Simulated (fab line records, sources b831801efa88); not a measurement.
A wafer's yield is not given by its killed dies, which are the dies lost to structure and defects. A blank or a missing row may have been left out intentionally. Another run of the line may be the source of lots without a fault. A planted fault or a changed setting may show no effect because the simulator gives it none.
A struck lot beside a sound one || flow sky130 || 15 steps out of a route of 708
Sound: the wafers L181.1, L181.2, L181.3. The struck wafers were L192.1, L192.4. Last of all comes the cause.
Order at every step that has rows: each side's tool, ch and its chambers, its first start. Under that, the readings that differ: sound wafers || struck wafers || difference of the means || sigmas: that difference in standard deviations of wafers without a fault.
alike: a reading whose means differ by less than 2 such deviations, as well as words and numbers matching on both sides. not compared: withheld readings; readings where some wafer has no value; bounds like >300 that might hide an equal value; numbers whose values overlap and for which the record gives no deviation.
The two part at a step that has a row with sigmas, a row that says differs or no value, or rows on one side only. Numbers that don't overlap but have no deviation are shown without sigmas and don't part them. A reading that every wafer of one side lacks parts them only if that side has two wafers or more.

first, 4 steps without rows for these wafers: SKY_LDD_P_SOFTBAKE_03 (time 60 s); SKY_LDD_P_EXPOSE_04 (exposes mask PSDM, target cd 380 nm); SKY_LDD_P_PEB_05; SKY_LDD_P_DEVELOP_06 (develop time 60 s).
SKY_LDD_P_CD_MEAS_07: target cd 380 nm.
  struck on cdSem-01, day 25 10:27; sound on cdSem-01, day 21 04:10
{"reading": "cdNm (nm)", "sound": "381.1 384.5 386.2", "struck": "379.9 378.1", "difference": -4.9, "sigmas": -2}
SKY_LDD_P_OVL_MEAS_08:
  struck on overlay-01, day 25 10:34; sound on overlay-02, day 21 04:17
  alike: LDD_P_OVL
next, for these wafers, 1 step has no rows: SKY_LDD_P_IMPLANT_09.
SKY_LDD_P_STRIP_10: strips in O2/N2.
  sound on plasmaAsher-02 ch 0,1, day 21 04:28; struck on plasmaAsher-04 ch 1, day 25 10:46
  alike: drypumpMotorCurrentA, oesProductAu, stripTimeToEndpointS
  not compared: rfHoursCounterH
SKY_LDD_P_TW_MEAS_11:
  struck on filmMetro-04, day 25 10:52; sound on filmMetro-03, day 21 04:34
  alike: LDD_P_TW
then, 3 steps without rows for these wafers: SKY_LDD_HVN_DEHYDRATE_00 (time 60 s); SKY_LDD_HVN_HMDS_01 (prime time 60 s); SKY_LDD_HVN_COAT_02 (resist thk 300 nm).
SKY_LDD_HVN_SOFTBAKE_03: time 60 s.
  sound on lithoTrack-04 ch 0, day 21 19:36; struck on lithoTrack-03 ch 0, day 26 01:31
{"reading": "runLengthS (s)", "sound": "88.92 88.90 88.99", "struck": "90.99 90.75", "difference": "+1.93", "sigmas": "+20"}
  alike: chillPlateTempC, plateTempC
then, 1 step without rows for these wafers: SKY_LDD_HVN_EXPOSE_04 (exposes mask HVNTM, target cd 700 nm).
-- here the record skips 24 days between the struck wafers' starts before and after, leaving off in module LDD_HVN and picking up in module PAD_OPEN (first step shown: number 708 of the route) --
SKY_PAD_OPEN_PROBE_99:
  the record has rows for the struck wafers here (prober-02, day 49 23:46) and none for the sound ones

== WHERE THEY PART ==
Earliest at SKY_LDD_P_CD_MEAS_07; latest, in this record, at SKY_PAD_OPEN_PROBE_99.

WHY: what the simulator had put in
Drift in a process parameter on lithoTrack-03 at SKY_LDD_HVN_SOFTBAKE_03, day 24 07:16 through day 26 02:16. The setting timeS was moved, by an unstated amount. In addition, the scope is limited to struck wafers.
